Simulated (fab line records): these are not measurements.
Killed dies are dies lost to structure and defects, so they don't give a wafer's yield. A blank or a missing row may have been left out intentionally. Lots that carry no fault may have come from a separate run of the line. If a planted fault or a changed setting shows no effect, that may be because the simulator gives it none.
The tool behind it: which one? + flow sky130 + Sampling: 14 lots, 42 wafers, 6 of 708 route steps

## WHAT EACH GAUGE READ, for each wafer
SKY_GATE_OXIDE_THK_MEAS_02. Usual: for GATE_OXIDE_OXIDATION_00_THK the level is 10.25 nm and the standard deviation is 0.2.
| lot  | measured     | on           | GATE_OXIDE_OXIDATION_00_THK (nm) | flag |
|------|--------------|--------------|----------------------------------|------|
| L833 | day 13 12:00 | filmMetro-02 | 10.23 10.34 10.11                |      |
| L834 | day 13 21:19 | filmMetro-02 | 10.64 10.52 10.53                |      |
| L835 | day 13 21:19 | filmMetro-01 | 10.67 10.32 10.49                |      |
| L836 | day 14 06:04 | filmMetro-01 | 10.46 10.43 10.52                |      |
| L837 | day 14 13:06 | filmMetro-01 | 10.61 10.40 10.41                |      |
| L838 | day 14 20:41 | filmMetro-04 | 10.06 10.02 10.12                |      |
| L839 | day 15 03:12 | filmMetro-04 | 9.99 9.91 10.23                  |      |
| L840 | day 15 17:11 | filmMetro-02 | 10.63 10.49 10.51                |      |
| L844 | day 17 01:00 | filmMetro-01 | 10.14 10.08 10.00                |      |
| L845 | day 17 06:19 | filmMetro-02 | 10.27 10.33 10.35                |      |
| L846 | day 17 16:55 | filmMetro-04 | 10.15 10.11 10.16                |      |
| L848 | day 18 07:56 | filmMetro-02 | 9.88 10.11 10.25                 |      |
| L855 | day 20 17:15 | filmMetro-01 | 10.13 10.25 10.09                |      |
| L856 | day 21 01:27 | filmMetro-01 | 10.17 10.35 10.20                |      |

SKY_RES_PROTECT_TW_MEAS_08. Usual: for POLY_GATE_TW the level is 4050 and the standard deviation is 22.
| lot  | measured     | on           | POLY_GATE_TW   | flag |
|------|--------------|--------------|----------------|------|
| L833 | day 15 21:49 | filmMetro-04 | 3999 4005 4001 |      |
| L834 | day 16 07:28 | filmMetro-01 | 4045 4029 4038 |      |
| L835 | day 16 06:38 | filmMetro-01 | 4056 4050 4041 |      |
| L836 | day 16 16:13 | filmMetro-01 | 4041 4069 4040 |      |
| L837 | day 17 01:35 | filmMetro-03 | 4088 4077 4101 |      |
| L838 | day 17 07:49 | filmMetro-03 | 4087 4085 4082 |      |
| L839 | day 17 14:01 | filmMetro-04 | 4050 4054 4048 |      |
| L840 | day 18 07:16 | filmMetro-04 | 4030 4045 4043 |      |
| L844 | day 19 16:53 | filmMetro-01 | 4022 4027 4024 |      |
| L845 | day 20 01:34 | filmMetro-04 | 4020 4041 4024 |      |
| L846 | day 20 11:24 | filmMetro-03 | 4074 4052 4061 |      |
| L848 | day 21 00:43 | filmMetro-04 | 4022 4011 4022 |      |
| L855 | day 23 11:22 | filmMetro-01 | 4059 4077 4068 |      |
| L856 | day 23 17:56 | filmMetro-03 | 4072 4083 4052 |      |

SKY_RES_XHIGH_TW_MEAS_09. Usual: for RES_XHIGH_TW the level is 1652 and the standard deviation is 8.9.
| lot  | measured     | on           | RES_XHIGH_TW   | flag |
|------|--------------|--------------|----------------|------|
| L833 | day 27 16:28 | filmMetro-01 | 1662 1645 1661 |      |
| L834 | day 28 04:03 | filmMetro-02 | 1648 1651 1655 |      |
| L835 | day 28 06:12 | filmMetro-03 | 1654 1645 1641 |      |
| L836 | day 28 12:37 | filmMetro-03 | 1636 1644 1641 |      |
| L837 | day 28 22:05 | filmMetro-01 | 1647 1645 1647 |      |
| L838 | day 29 04:31 | filmMetro-03 | 1647 1651 1655 |      |
| L839 | day 29 08:42 | filmMetro-03 | 1660 1664 1652 |      |
| L840 | day 29 22:28 | filmMetro-02 | 1665 1663 1661 |      |
| L844 | day 31 07:29 | filmMetro-01 | 1649 1651 1655 |      |
| L845 | day 31 16:25 | filmMetro-01 | 30 30 30       | OFF  |
| L846 | day 32 01:52 | filmMetro-01 | 30 30 30       | OFF  |
| L848 | day 32 13:43 | filmMetro-02 | 1664 1664 1667 |      |
| L855 | day 34 14:14 | filmMetro-03 | 1653 1654 1655 |      |
| L856 | day 35 00:04 | filmMetro-02 | 1663 1671 1669 |      |

## WHICH TOOL RAN EACH LOT (tool, then ch and the chambers of the sampled wafers, then the start)
| lot  | SKY_POLY_GATE_ETCH_16             | SKY_SD_P_STRIP_10                   | SKY_RES_XHIGH_STRIP_08              |
|------|-----------------------------------|-------------------------------------|-------------------------------------|
| L833 | rieDiel-04 ch 0,2,3, day 17 04:32 | plasmaAsher-02 ch 0,1, day 26 09:43 | plasmaAsher-04 ch 0,1, day 27 16:11 |
| L834 | rieDiel-02 ch 0,2, day 17 19:22   | plasmaAsher-01 ch 0,1, day 26 22:27 | plasmaAsher-04 ch 0,1, day 28 03:57 |
| L835 | rieDiel-04 ch 0,3, day 17 19:32   | plasmaAsher-04 ch 0,1, day 27 00:52 | plasmaAsher-03 ch 0,1, day 28 06:06 |
| L836 | rieDiel-03 ch 1,3, day 18 02:16   | plasmaAsher-04 ch 0,1, day 27 07:14 | plasmaAsher-04 ch 0,1, day 28 12:32 |
| L837 | rieDiel-02 ch 1,2,3, day 18 09:38 | plasmaAsher-04 ch 0, day 27 16:31   | plasmaAsher-03 ch 0,1, day 28 21:59 |
| L838 | rieDiel-03 ch 0,2,3, day 18 17:40 | plasmaAsher-02 ch 0,1, day 27 23:16 | plasmaAsher-03 ch 0,1, day 29 04:25 |
| L839 | rieDiel-04 ch 0,1,3, day 18 23:32 | plasmaAsher-01 ch 0,1, day 28 03:28 | plasmaAsher-04 ch 0,1, day 29 08:36 |
| L840 | rieDiel-03 ch 1,2,3, day 19 15:53 | plasmaAsher-04 ch 0,1, day 28 17:19 | plasmaAsher-03 ch 0,1, day 29 22:22 |
| L844 | rieDiel-04 ch 0,2,3, day 21 01:31 | plasmaAsher-01 ch 0,1, day 30 02:44 | plasmaAsher-01 ch 0,1, day 31 07:23 |
| L845 | rieDiel-02 ch 0,2,3, day 21 10:41 | plasmaAsher-01 ch 0,1, day 30 11:48 | plasmaAsher-04 ch 0,1, day 31 16:19 |
| L846 | rieDiel-03 ch 2,3, day 21 20:19   | plasmaAsher-02 ch 0,1, day 30 21:58 | plasmaAsher-04 ch 0,1, day 32 01:45 |
| L848 | rieDiel-03 ch 0,2,3, day 22 10:49 | plasmaAsher-04 ch 0,1, day 31 09:13 | plasmaAsher-01 ch 0,1, day 32 13:37 |
| L855 | rieDiel-03 ch 0,1,2, day 24 19:41 | plasmaAsher-04 ch 0,1, day 33 10:44 | plasmaAsher-04 ch 0,1, day 34 14:08 |
| L856 | rieDiel-03 ch 0,1,2, day 25 02:47 | plasmaAsher-04 ch 0,1, day 33 18:39 | plasmaAsher-01 ch 0,1, day 34 23:58 |
- SKY_POLY_GATE_ETCH_16: etches Si3N4 in CH3F/O2, stops on poly-Si, time 147.5 s, target depth 75 nm.
- SKY_SD_P_STRIP_10: strips in O2/N2.
- SKY_RES_XHIGH_STRIP_08: strips in O2/N2.

## AS READ BY THE TOOLS THEMSELVES (means over the sampled wafers that have a number; for cases with no such wafer, the mark the record gives instead)
SKY_POLY_GATE_ETCH_16. Usual: chamberPressureMTorr 25.002 mTorr, standard deviation 0.026; drypumpMotorCurrentA 6.0 A, standard deviation 0.67; oesProductAu 0.640 a.u., standard deviation 0.0053; throttleValvePct 10.536 %, standard deviation 0.0086.
| lot  | tool       | chamberPressureMTorr (mTorr) | drypumpMotorCurrentA (A) | oesProductAu (a.u.) | throttleValvePct (%) | flag |
|------|------------|------------------------------|--------------------------|---------------------|----------------------|------|
| L833 | rieDiel-04 | 24.994                       | 6.0                      | 0.638               | 10.536               |      |
| L834 | rieDiel-02 | 24.993                       | 6.1                      | 0.641               | 10.541               |      |
| L835 | rieDiel-04 | 25.009                       | 6.1                      | 0.642               | 10.538               |      |
| L836 | rieDiel-03 | 24.990                       | 5.4                      | 0.641               | 10.541               |      |
| L837 | rieDiel-02 | 24.976                       | 5.6                      | 0.643               | 10.541               |      |
| L838 | rieDiel-03 | 25.002                       | 5.8                      | 0.646               | 10.536               |      |
| L839 | rieDiel-04 | 25.013                       | 5.9                      | 0.638               | 10.531               |      |
| L840 | rieDiel-03 | 25.020                       | 5.7                      | 0.644               | 10.524               |      |
| L844 | rieDiel-04 | 24.977                       | 6.0                      | 0.635               | 10.530               |      |
| L845 | rieDiel-02 | 25.046                       | 5.9                      | 0.639               | 10.534               |      |
| L846 | rieDiel-03 | 25.003                       | 5.2                      | 0.639               | 10.537               |      |
| L848 | rieDiel-03 | 25.013                       | 5.9                      | 0.640               | 10.541               |      |
| L855 | rieDiel-03 | 24.983                       | 6.3                      | 0.636               | 10.540               |      |
| L856 | rieDiel-03 | 24.981                       | 6.3                      | 0.631               | 10.539               |      |

SKY_SD_P_STRIP_10. Usual: chamberPressureMTorr 1500.0 mTorr, standard deviation 1.4; drypumpMotorCurrentA 5.8 A, standard deviation 0.41; o2FlowSccm 2998 sccm, standard deviation 9.9; oesProductAu 0.617 a.u., standard deviation 0.0043; stripTimeToEndpointS 17.52 s, standard deviation 0.041.
| lot  | tool           | chamberPressureMTorr (mTorr) | drypumpMotorCurrentA (A) | o2FlowSccm (sccm) | oesProductAu (a.u.) | stripTimeToEndpointS (s) | flag |
|------|----------------|------------------------------|--------------------------|-------------------|---------------------|--------------------------|------|
| L833 | plasmaAsher-02 | 1501.3                       | 6.1                      | 3008              | 0.616               | 17.50                    |      |
| L834 | plasmaAsher-01 | 1499.1                       | 5.4                      | 3001              | 0.615               | 17.44                    |      |
| L835 | plasmaAsher-04 | 1500.4                       | 5.6                      | 2987              | 0.615               | 17.55                    |      |
| L836 | plasmaAsher-04 | 1500.4                       | 5.5                      | 2995              | 0.622               | 17.54                    |      |
| L837 | plasmaAsher-04 | 1499.8                       | 5.2                      | 2996              | 0.615               | 17.50                    |      |
| L838 | plasmaAsher-02 | 1500.6                       | 6.1                      | 2994              | 0.616               | 17.56                    |      |
| L839 | plasmaAsher-01 | 1499.9                       | 5.7                      | 3012              | 0.624               | 17.57                    |      |
| L840 | plasmaAsher-04 | 1501.2                       | 5.5                      | 2994              | 0.620               | 17.56                    |      |
| L844 | plasmaAsher-01 | 1498.9                       | 5.4                      | 2999              | 0.617               | 17.47                    |      |
| L845 | plasmaAsher-01 | -                            | -                        | -                 | -                   | -                        | OFF  |
| L846 | plasmaAsher-02 | -                            | -                        | -                 | -                   | -                        | OFF  |
| L848 | plasmaAsher-04 | 1501.0                       | 5.5                      | 3002              | 0.615               | 17.48                    |      |
| L855 | plasmaAsher-04 | 1500.5                       | 5.6                      | 2997              | 0.621               | 17.50                    |      |
| L856 | plasmaAsher-04 | 1499.0                       | 5.8                      | 3001              | 0.617               | 17.57                    |      |

SKY_RES_XHIGH_STRIP_08. Usual: chamberPressureMTorr 1499.9 mTorr, standard deviation 1.4; drypumpMotorCurrentA 5.6 A, standard deviation 0.41; o2FlowSccm 3002 sccm, standard deviation 8.8; oesProductAu 0.711 a.u., standard deviation 0.0048; stripTimeToEndpointS 14.28 s, standard deviation 0.04.
| lot  | tool           | chamberPressureMTorr (mTorr) | drypumpMotorCurrentA (A) | o2FlowSccm (sccm) | oesProductAu (a.u.) | stripTimeToEndpointS (s) | flag |
|------|----------------|------------------------------|--------------------------|-------------------|---------------------|--------------------------|------|
| L833 | plasmaAsher-04 | 1498.9                       | 5.8                      | 2998              | 0.708               | 14.26                    |      |
| L834 | plasmaAsher-04 | 1500.8                       | 5.8                      | 3006              | 0.710               | 14.26                    |      |
| L835 | plasmaAsher-03 | 1499.3                       | 5.3                      | 2997              | 0.709               | 14.32                    |      |
| L836 | plasmaAsher-04 | 1500.0                       | 5.6                      | 3012              | 0.714               | 14.33                    |      |
| L837 | plasmaAsher-03 | 1499.5                       | 5.3                      | 3006              | 0.714               | 14.20                    |      |
| L838 | plasmaAsher-03 | 1500.8                       | 5.3                      | 3002              | 0.710               | 14.25                    |      |
| L839 | plasmaAsher-04 | 1501.2                       | 5.6                      | 2995              | 0.709               | 14.21                    |      |
| L840 | plasmaAsher-03 | 1499.7                       | 5.3                      | 3009              | 0.719               | 14.21                    |      |
| L844 | plasmaAsher-01 | 1500.5                       | 5.7                      | 3000              | 0.711               | 14.29                    |      |
| L845 | plasmaAsher-04 | 1499.4                       | 5.6                      | 2998              | 0.717               | 31.40                    | OFF  |
| L846 | plasmaAsher-04 | 1500.8                       | 5.5                      | 3001              | 0.715               | 31.35                    | OFF  |
| L848 | plasmaAsher-01 | 1500.5                       | 5.7                      | 3001              | 0.710               | 14.28                    |      |
| L855 | plasmaAsher-04 | 1501.1                       | 5.8                      | 3004              | 0.711               | 14.31                    |      |
| L856 | plasmaAsher-01 | 1500.9                       | 5.7                      | 2992              | 0.714               | 14.32                    |      |

## THE ANSWER, worked out from the rows above alone
Rule: lot off if the mean of its wafers having a number is beyond 3 standard deviations from the usual mean. A lot without any number at a reading at which 4 lots or more have one is off too. Where the step has rows for the other lots, those lots are counted as sound. Order of review: gauges by route order, followed by the tools' own readings, for which a lot's mean as printed above is used. The first step at which some lot is off is used, and at that step the reading that is off furthest; a lot without a number counts as furthest.
Off: at SKY_RES_XHIGH_TW_MEAS_09 (RES_XHIGH_TW), L845, L846.
A tool fits if, at a process step before that reading, it ran every lot that is off, and no sound lot after the first of them. The gauges at SKY_RES_XHIGH_TW_MEAS_09 aren't tried: what is off there is off at SKY_SD_P_STRIP_10 too, on other tools, and a gauge's error can't cause that. No candidate that was tried fits.

## WHAT THE SIMULATOR PUT IN
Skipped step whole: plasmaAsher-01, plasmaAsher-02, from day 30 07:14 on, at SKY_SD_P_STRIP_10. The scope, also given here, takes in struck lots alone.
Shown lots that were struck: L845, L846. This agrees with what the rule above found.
